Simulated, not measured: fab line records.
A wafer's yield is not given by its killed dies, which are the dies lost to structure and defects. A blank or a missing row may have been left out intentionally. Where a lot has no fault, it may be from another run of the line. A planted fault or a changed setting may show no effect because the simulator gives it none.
What tool caused it? :: flow gf180mcu :: Sampling: 14 lots, 41 wafers, 2 of 602 route steps

## WHAT THE GAUGES READ, wafer by wafer
GF_V5_THK_MEAS_03. Usual: V5_CVD_02_THK 1454 nm, standard deviation 23.
lot: L678
measured: day 26 20:20
on: film_metro-01
V5_CVD_02_THK (nm): 1485 1477 1490
flag: 

lot: L680
measured: day 27 12:16
on: film_metro-03
V5_CVD_02_THK (nm): 1450 1481 1494
flag: 

lot: L682
measured: day 27 21:25
on: film_metro-01
V5_CVD_02_THK (nm): 1493 1480 1436
flag: 

lot: L684
measured: day 29 00:02
on: film_metro-02
V5_CVD_02_THK (nm): 1419 1453
flag: 

lot: L685
measured: day 29 00:53
on: film_metro-01
V5_CVD_02_THK (nm): 1446 1463 1469
flag: 

lot: L687
measured: day 29 12:31
on: film_metro-03
V5_CVD_02_THK (nm): 1474 1438 1441
flag: 

lot: L688
measured: day 29 16:44
on: film_metro-01
V5_CVD_02_THK (nm): 1416 1449 1491
flag: 

lot: L689
measured: day 30 05:11
on: film_metro-01
V5_CVD_02_THK (nm): 1449 1491 1504
flag: 

lot: L690
measured: day 30 08:39
on: film_metro-02
V5_CVD_02_THK (nm): 1443 1457 1468
flag: 

lot: L694
measured: day 31 11:20
on: film_metro-02
V5_CVD_02_THK (nm): 1479 1474 1476
flag: 

lot: L696
measured: day 31 21:59
on: film_metro-02
V5_CVD_02_THK (nm): 1423 1430 1439
flag: 

lot: L697
measured: day 32 01:26
on: film_metro-02
V5_CVD_02_THK (nm): 1438 1475 1460
flag: 

lot: L698
measured: day 32 11:41
on: film_metro-02
V5_CVD_02_THK (nm): 1411 1423 1457
flag: 

lot: L699
measured: day 32 20:15
on: film_metro-01
V5_CVD_02_THK (nm): 1441 1434 1438
flag: 

## TOOL THAT RAN EACH LOT (tool first, then ch and the chambers of the sampled wafers, then the start)
lot: L678
GF_STI_CVD_23: hdpcvd-01 ch 1,2, day 2 13:42

lot: L680
GF_STI_CVD_23: hdpcvd-01 ch 0,1,2, day 3 00:22

lot: L682
GF_STI_CVD_23: hdpcvd-01 ch 0,1,2, day 3 05:12

lot: L684
GF_STI_CVD_23: hdpcvd-02 ch 0,1, day 3 18:36

lot: L685
GF_STI_CVD_23: hdpcvd-01 ch 0,1,2, day 4 00:31

lot: L687
GF_STI_CVD_23: hdpcvd-01 ch 0,2, day 4 07:27

lot: L688
GF_STI_CVD_23: hdpcvd-02 ch 0,2, day 4 12:46

lot: L689
GF_STI_CVD_23: hdpcvd-02 ch 0,2, day 4 18:04

lot: L690
GF_STI_CVD_23: hdpcvd-01 ch 0,1,2, day 4 23:16

lot: L694
GF_STI_CVD_23: hdpcvd-02 ch 0,1, day 5 20:08

lot: L696
GF_STI_CVD_23: hdpcvd-01 ch 0,1, day 6 04:50

lot: L697
GF_STI_CVD_23: hdpcvd-01 ch 1,2, day 6 09:51

lot: L698
GF_STI_CVD_23: hdpcvd-02 ch 0,1,2, day 6 15:43

lot: L699
GF_STI_CVD_23: hdpcvd-02 ch 0,1, day 6 21:26
- GF_STI_CVD_23: deposits SiO2, target thk 650 nm, time 108.3 s.

## AS READ BY THE TOOLS THEMSELVES (means over the sampled wafers that have a number; for cases with no such wafer, the mark the record gives instead)
The record holds no such reading with a usual standard deviation.

## THE ANSWER, worked out from the rows above alone
Rule: lot off if the mean of its wafers having a number is beyond 3 standard deviations from the usual mean. A lot without any number at a reading at which 4 lots or more have one is off too. Any other lot the step has rows for is counted as sound. First the gauges in route order, then the tools' own readings, where a lot's mean is used as printed above. The first step at which some lot is off is used, and at that step the reading that is off furthest; a lot without a number counts as furthest.
Nothing can be told from this: no lot is off at any reading shown.

## WHAT HAD BEEN PUT IN BY THE SIMULATOR
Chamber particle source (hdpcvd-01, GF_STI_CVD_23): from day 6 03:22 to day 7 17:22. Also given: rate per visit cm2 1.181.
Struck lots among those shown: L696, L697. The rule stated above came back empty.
